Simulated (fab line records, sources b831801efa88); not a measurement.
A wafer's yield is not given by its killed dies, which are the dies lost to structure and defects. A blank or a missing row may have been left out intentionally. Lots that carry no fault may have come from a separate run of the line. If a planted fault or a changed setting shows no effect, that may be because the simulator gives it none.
Matching of chambers	flow gf180mcu	pecvd-03 running GF_V1_CVD_02: 3 sister chambers
The step deposits SiO2 from TEOS, target thk 850 nm, time 94.851 s. 3 wafers are shown with their chamber, then 9 later ones without.

## WAFERS, EACH WITH ITS CHAMBER
wafer	chamber	heaterPowerW (W)
L079.3	1	836
L083.5	0	605
L083.6	2	530

## WAFERS WITHOUT THEIR CHAMBER
wafer	heaterPowerW (W)
L084.2	776
L084.4	669
L084.6	623
L090.2	621
L090.3	542
L090.4	585
L097.1	885
L097.4	623
L097.5	683

## WHICH CHAMBER EACH ONE RAN IN
wafer	from the rows above	in truth
L084.2	1	1
L084.4	can't be placed: 0 or 2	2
L084.6	can't be placed: 0 or 2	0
L090.2	can't be placed: 0 or 2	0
L090.3	can't be placed: 2 or 0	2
L090.4	can't be placed: 0 or 2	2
L097.1	1	1
L097.4	can't be placed: 0 or 2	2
L097.5	can't be placed: 0 or 1 or 2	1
2 of 9 placed correctly. These rows do not allow placing 7 (true chamber among the candidates in 7). Number placed wrongly: 0.
How it was worked out, from the rows above alone: a wafer's distance from a chamber is the root of the sum, over the readings, of the square of ((its reading less the chamber's mean) divided by the reading's scatter). If the next closest chamber is less than 2 further off than the closest, the wafer can't be placed; otherwise it belongs to the closest. A chamber's mean is the mean of its shown wafers. The scatter (one wafer shown for each chamber): square how far every hidden wafer sits from the nearest shown wafer, average those squares and take the square root.
